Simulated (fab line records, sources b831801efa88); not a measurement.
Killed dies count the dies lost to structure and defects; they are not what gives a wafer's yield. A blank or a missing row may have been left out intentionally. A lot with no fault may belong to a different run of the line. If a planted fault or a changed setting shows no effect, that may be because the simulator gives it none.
Which tool is to blame? | flow sky130 | 10 lots, 30 wafers sampled, at 7 steps of a route of 708

## WHAT THE GAUGES SHOWED, per wafer
SKY_METAL4_OVL_MEAS_14. Usual: for METAL4_OVL the level is -2 nm and the standard deviation is 4.
lot  | measured     | on         | METAL4_OVL (nm) | flag
L825 | day 41 23:53 | overlay-02 | 0 0 5           |
L828 | day 42 23:24 | overlay-02 | 2 -2 -4         |
L827 | day 43 00:25 | overlay-01 | 1 1 1           |
L829 | day 43 08:22 | overlay-01 | -1 -7 -4        |
L836 | day 44 23:18 | overlay-02 | 1 5 3           |
L837 | day 45 15:07 | overlay-01 | 2 6 2           |
L843 | day 47 04:01 | overlay-01 | -8 -9 -7        |
L846 | day 47 23:46 | overlay-02 | 2 6 -4          |
L847 | day 48 04:19 | overlay-01 | 2 5 2           |
L848 | day 48 11:57 | overlay-01 | -5 -5 -13       |

SKY_VIA4_RS_MEAS_19: uses a four-point probe to measure. Usual: for VIA4_W_RS the level is 0.2261 ohm/sq and the standard deviation is 0.0022.
lot  | measured     | on            | VIA4_W_RS (ohm/sq)   | flag
L825 | day 43 02:28 | film-metro-04 | 0.2239 0.2259 0.2260 |
L828 | day 44 01:09 | film-metro-01 | 0.2235 0.2238 0.2253 |
L827 | day 44 01:43 | film-metro-03 | 0.2248 0.2264 0.2282 |
L829 | day 44 10:32 | film-metro-04 | 0.2226 0.2217 0.2233 |
L836 | day 45 23:34 | film-metro-01 | 0.2264 0.2696 0.2262 | OFF
L837 | day 46 14:42 | film-metro-03 | 0.2301 0.2707 0.2722 | OFF
L843 | day 48 01:54 | film-metro-01 | 0.2273 0.2287 0.2257 |
L846 | day 48 21:04 | film-metro-04 | 0.2297 0.2254 0.2249 |
L847 | day 49 01:19 | film-metro-03 | 0.2306 0.2219 0.2267 |
L848 | day 49 08:25 | film-metro-01 | 0.2283 0.2256 0.2244 |

SKY_VIA4_THK_MEAS_20: measures by xrf. Usual: for VIA4_W_THK the level is 496 nm and the standard deviation is 5.4.
lot  | measured     | on            | VIA4_W_THK (nm) | flag
L825 | day 43 02:34 | film-metro-04 | 500 495 494     |
L828 | day 44 01:16 | film-metro-01 | 507 501 501     |
L827 | day 44 01:50 | film-metro-03 | 500 496 491     |
L829 | day 44 10:38 | film-metro-04 | 505 511 504     |
L836 | day 45 23:41 | film-metro-01 | 492 417 496     | OFF
L837 | day 46 14:48 | film-metro-03 | 493 417 414     | OFF
L843 | day 48 02:01 | film-metro-01 | 494 495 496     |
L846 | day 48 21:11 | film-metro-04 | 486 499 496     |
L847 | day 49 01:26 | film-metro-03 | 487 509 494     |
L848 | day 49 08:32 | film-metro-01 | 491 497 500     |

SKY_PAD_OPEN_BOW_MEAS_13. Usual: for PAD_OPEN_BOW the level is 48 um and the standard deviation is 10.
lot  | measured     | on            | PAD_OPEN_BOW (um) | flag
L825 | day 46 01:00 | film-metro-01 | 44 46 41          |
L828 | day 46 23:23 | film-metro-01 | 28 40 40          |
L827 | day 46 23:47 | film-metro-02 | 50 38 51          |
L829 | day 47 06:04 | film-metro-03 | 49 49 54          |
L836 | day 48 16:08 | film-metro-01 | 26 28 19          |
L837 | day 49 05:52 | film-metro-01 | 55 50 34          |
L843 | day 50 11:50 | film-metro-03 | 37 54 48          |
L846 | day 51 04:25 | film-metro-01 | 45 56 44          |
L847 | day 51 07:16 | film-metro-01 | 46 44 41          |
L848 | day 51 11:26 | film-metro-01 | 42 49 50          |

## WHAT TOOL EACH LOT RAN ON (gives the tool, then ch and the chambers of the sampled wafers, and finally the start)
lot  | SKY_VIA2_CMP_24               | SKY_VIA4_CVD_18               | SKY_VIA4_CMP_21
L825 | cmp-01 ch 0,2,3, day 36 10:59 | cvd-w-01 ch 0,1, day 43 02:18 | cmp-01 ch 1,2,3, day 43 02:44
L828 | cmp-02 ch 0,2,3, day 37 12:17 | cvd-w-01 ch 0,1, day 44 00:59 | cmp-02 ch 1,2,3, day 44 01:22
L827 | cmp-01 ch 1,3, day 37 12:49   | cvd-w-02 ch 0,1, day 44 01:34 | cmp-02 ch 1,2, day 44 01:54
L829 | cmp-02 ch 2,3, day 37 23:13   | cvd-w-02 ch 0,1, day 44 10:24 | cmp-01 ch 0,1,3, day 44 10:47
L836 | cmp-01 ch 0,1, day 39 17:56   | cvd-w-01 ch 0,1, day 45 23:25 | cmp-01 ch 0,2,3, day 45 23:44
L837 | cmp-01 ch 1,2,3, day 40 13:19 | cvd-w-01 ch 0,1, day 46 14:34 | cmp-01 ch 1,2, day 46 14:53
L843 | cmp-02 ch 0,1, day 42 07:13   | cvd-w-02 ch 0,1, day 48 01:45 | cmp-02 ch 1,2, day 48 02:05
L846 | cmp-01 ch 2,3, day 43 07:22   | cvd-w-02 ch 0,1, day 48 20:55 | cmp-02 ch 1,2, day 48 21:33
L847 | cmp-01 ch 0,1,3, day 43 13:42 | cvd-w-02 ch 0,1, day 49 01:08 | cmp-01 ch 2,3, day 49 01:56
L848 | cmp-02 ch 0,1,3, day 43 21:47 | cvd-w-01 ch 0,1, day 49 08:16 | cmp-02 ch 1,2,3, day 49 08:38
- SKY_VIA2_CMP_24: polishes, stops on SiO2, t overpolish 20 s, target thk 0 nm.
- SKY_VIA4_CVD_18: deposits W, target thk 505 nm, time 152.14 s.
- SKY_VIA4_CMP_21: polishes, stops on SiO2, t overpolish 25 s, target thk 0 nm.

## WHAT THE TOOLS THEMSELVES READ (means of the sampled wafers that have a number; where no wafer has one, the mark that the record gives instead)
SKY_VIA2_CMP_24. Usual: motor-current-A 10.8 A, standard deviation 1.1; overpolish-run-s 20.000 s, standard deviation 0.0084; platen-rpm 60.00 rpm, standard deviation 0.044; time-to-endpoint-s 104 s, standard deviation 4.4.
lot  | tool   | motor-current-A (A) | overpolish-run-s (s) | platen-rpm (rpm) | time-to-endpoint-s (s) | flag
L825 | cmp-01 | 10.6                | 20.006               | 59.99            | 104                    |
L828 | cmp-02 | 10.9                | 19.994               | 59.97            | 102                    |
L827 | cmp-01 | 11.8                | 19.995               | 60.04            | 106                    |
L829 | cmp-02 | 11.9                | 20.001               | 59.98            | 102                    |
L836 | cmp-01 | 10.1                | 20.006               | 60.00            | 106                    |
L837 | cmp-01 | 10.6                | 19.998               | 60.02            | 105                    |
L843 | cmp-02 | 10.7                | 19.994               | 59.98            | 103                    |
L846 | cmp-01 | 10.0                | 20.000               | 59.99            | 102                    |
L847 | cmp-01 | 10.9                | 19.994               | 60.04            | 105                    |
L848 | cmp-02 | 11.0                | 20.003               | 60.01            | 97                     |

SKY_VIA4_CVD_18. Usual: heater-power-w 765 W, standard deviation 44; susceptor-temp-C 399.99 C, standard deviation 0.19.
lot  | tool     | heater-power-w (W) | susceptor-temp-C (C) | flag
L825 | cvd-w-01 | 717                | 400.11               |
L828 | cvd-w-01 | 728                | 400.10               |
L827 | cvd-w-02 | 808                | 399.80               |
L829 | cvd-w-02 | 797                | 399.97               |
L836 | cvd-w-01 | 720                | 396.79               | OFF
L837 | cvd-w-01 | 697                | 393.45               | OFF
L843 | cvd-w-02 | 802                | 400.15               |
L846 | cvd-w-02 | 802                | 400.18               |
L847 | cvd-w-02 | 809                | 399.95               |
L848 | cvd-w-01 | 736                | 399.89               |

SKY_VIA4_CMP_21. Usual: motor-current-A 10.8 A, standard deviation 1.2; platen-rpm 60.00 rpm, standard deviation 0.045; time-to-endpoint-s 122 s, standard deviation 5.
lot  | tool   | motor-current-A (A) | platen-rpm (rpm) | time-to-endpoint-s (s) | flag
L825 | cmp-01 | 10.9                | 60.00            | 125                    |
L828 | cmp-02 | 11.5                | 60.01            | 117                    |
L827 | cmp-02 | 11.5                | 60.04            | 117                    |
L829 | cmp-01 | 10.6                | 59.99            | 125                    |
L836 | cmp-01 | 10.4                | 59.97            | 113                    |
L837 | cmp-01 | 9.8                 | 59.97            | 113                    |
L843 | cmp-02 | 11.5                | 59.97            | 119                    |
L846 | cmp-02 | 11.4                | 59.96            | 118                    |
L847 | cmp-01 | 9.9                 | 60.00            | 123                    |
L848 | cmp-02 | 11.7                | 59.97            | 122                    |

## THE ANSWER, worked out from the rows above alone
Rule: lot off if the mean of its wafers having a number is beyond 3 standard deviations from the usual mean. A lot without any number at a reading at which 4 lots or more have one is off too. The other lots that the step has rows for count as sound. Order of review: gauges by route order, followed by the tools' own readings, for which a lot's mean as printed above is used. At the first step where some lot is off, the reading lying furthest off is the one used; lots without a number count as furthest.
Off: at SKY_VIA4_RS_MEAS_19 (VIA4_W_RS), L836, L837.
A tool fits if, at a process step before that reading, it ran every lot that is off, and no sound lot after the first of them. The gauges at SKY_VIA4_RS_MEAS_19 aren't tried: what is off there is off at SKY_VIA4_CVD_18 too, on other tools, and a gauge's error can't cause that. Of those tried, none fits.

## WHAT THE SIMULATOR HAD PUT IN
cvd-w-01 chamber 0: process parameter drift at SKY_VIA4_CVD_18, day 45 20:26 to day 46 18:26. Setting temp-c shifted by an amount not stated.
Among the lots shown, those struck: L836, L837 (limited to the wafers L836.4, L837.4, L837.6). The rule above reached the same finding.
